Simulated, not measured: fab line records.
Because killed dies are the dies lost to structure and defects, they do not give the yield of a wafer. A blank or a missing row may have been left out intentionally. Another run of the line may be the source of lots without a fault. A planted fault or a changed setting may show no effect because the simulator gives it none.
Which tool is to blame? :: flow gf180mcu :: 45 wafers from 15 lots sampled at 2 of the route's 602 steps

WHAT THE GAUGES READ, wafer by wafer
GF_V3_RS_MEAS_24: measures by four-point-probe.
lot: L688
measured: day 22 16:44
on: filmMetro-01
V3_W_RS (ohm/sq): 0.329 0.337 0.330

lot: L689
measured: day 22 20:59
on: filmMetro-01
V3_W_RS (ohm/sq): 0.327 0.326 0.324

lot: L690
measured: day 23 06:22
on: filmMetro-01
V3_W_RS (ohm/sq): 0.324 0.324 0.322

lot: L691
measured: day 23 06:43
on: filmMetro-02
V3_W_RS (ohm/sq): 0.329 0.328 0.333

lot: L692
measured: day 24 06:58
on: filmMetro-01
V3_W_RS (ohm/sq): 0.331 0.336 0.334

lot: L695
measured: day 25 13:26
on: filmMetro-02
V3_W_RS (ohm/sq): 0.334 0.332 0.328

lot: L696
measured: day 25 20:09
on: filmMetro-02
V3_W_RS (ohm/sq): 0.330 0.326 0.329

lot: L698
measured: day 26 07:34
on: filmMetro-03
V3_W_RS (ohm/sq): 0.333 0.332 0.331

lot: L701
measured: day 27 01:41
on: filmMetro-01
V3_W_RS (ohm/sq): 0.328 0.327 0.328

lot: L703
measured: day 27 13:10
on: filmMetro-01
V3_W_RS (ohm/sq): 0.326 0.331 0.322

lot: L702
measured: day 27 15:35
on: filmMetro-03
V3_W_RS (ohm/sq): 0.321 0.327 0.325

lot: L704
measured: day 27 20:37
on: filmMetro-03
V3_W_RS (ohm/sq): 0.329 0.324 0.324

lot: L709
measured: day 29 03:56
on: filmMetro-01
V3_W_RS (ohm/sq): 0.323 0.325 0.327

lot: L710
measured: day 29 08:32
on: filmMetro-03
V3_W_RS (ohm/sq): 0.327 0.325 0.326

lot: L711
measured: day 29 14:59
on: filmMetro-02
V3_W_RS (ohm/sq): 0.329 0.326 0.327

TOOL THAT RAN EACH LOT (tool first, then ch and the chambers of the sampled wafers, then the start)
lot: L688
GF_V3_SPUTTER_21: pvdSputter-03, day 22 16:29

lot: L689
GF_V3_SPUTTER_21: pvdSputter-04, day 22 20:43

lot: L690
GF_V3_SPUTTER_21: pvdSputter-04, day 23 06:09

lot: L691
GF_V3_SPUTTER_21: pvdSputter-03, day 23 06:30

lot: L692
GF_V3_SPUTTER_21: pvdSputter-01, day 24 06:44

lot: L695
GF_V3_SPUTTER_21: pvdSputter-03, day 25 13:13

lot: L696
GF_V3_SPUTTER_21: pvdSputter-01, day 25 19:55

lot: L698
GF_V3_SPUTTER_21: pvdSputter-03, day 26 07:14

lot: L701
GF_V3_SPUTTER_21: pvdSputter-03, day 27 01:26

lot: L703
GF_V3_SPUTTER_21: pvdSputter-03, day 27 12:58

lot: L702
GF_V3_SPUTTER_21: pvdSputter-01, day 27 15:22

lot: L704
GF_V3_SPUTTER_21: pvdSputter-01, day 27 20:24

lot: L709
GF_V3_SPUTTER_21: pvdSputter-01, day 29 03:43

lot: L710
GF_V3_SPUTTER_21: pvdSputter-04, day 29 08:17

lot: L711
GF_V3_SPUTTER_21: pvdSputter-01, day 29 14:46
- GF_V3_SPUTTER_21: material Ti, target thk 15 nm, time 80.02 s.

AS READ BY THE TOOLS THEMSELVES (means over the sampled wafers that have a number; for cases with no such wafer, the mark the record gives instead)
GF_V3_SPUTTER_21.
lot: L688
tool: pvdSputter-03
throttleValvePct (%): 29.6

lot: L689
tool: pvdSputter-04
throttleValvePct (%): 29.4

lot: L690
tool: pvdSputter-04
throttleValvePct (%): 29.4

lot: L691
tool: pvdSputter-03
throttleValvePct (%): 30.3

lot: L692
tool: pvdSputter-01
throttleValvePct (%): 30.3

lot: L695
tool: pvdSputter-03
throttleValvePct (%): 30.4

lot: L696
tool: pvdSputter-01
throttleValvePct (%): 29.2

lot: L698
tool: pvdSputter-03
throttleValvePct (%): 30.5

lot: L701
tool: pvdSputter-03
throttleValvePct (%): 30.8

lot: L703
tool: pvdSputter-03
throttleValvePct (%): 31.0

lot: L702
tool: pvdSputter-01
throttleValvePct (%): 29.8

lot: L704
tool: pvdSputter-01
throttleValvePct (%): 30.1

lot: L709
tool: pvdSputter-01
throttleValvePct (%): 29.7

lot: L710
tool: pvdSputter-04
throttleValvePct (%): 30.1

lot: L711
tool: pvdSputter-01
throttleValvePct (%): 30.1

THE ANSWER, worked out from the rows above alone
Rule: usual is defined by the lots themselves. Put in order of their means at a reading, lots are off if they are a third of the lots or fewer, leave a main group of 4 or more, and stand apart from it by a gap of 3 or more times the standard deviation of the main group's means; of several such gaps the widest counts. A main group is skipped when, at the precision printed for the reading in the tables above, its means are all equal. A lot without any number at a reading at which 4 lots or more have one is off too. All remaining lots with rows at the step are treated as sound. The gauges are gone through in route order, then the tools' own readings, and for those a lot's mean is taken as printed above. The first step at which some lot is off is used, and at that step the reading that is off furthest; a lot without a number counts as furthest.
No lot is off on any of the readings shown, so nothing can be concluded from this.

WHAT THE SIMULATOR HAD INSERTED
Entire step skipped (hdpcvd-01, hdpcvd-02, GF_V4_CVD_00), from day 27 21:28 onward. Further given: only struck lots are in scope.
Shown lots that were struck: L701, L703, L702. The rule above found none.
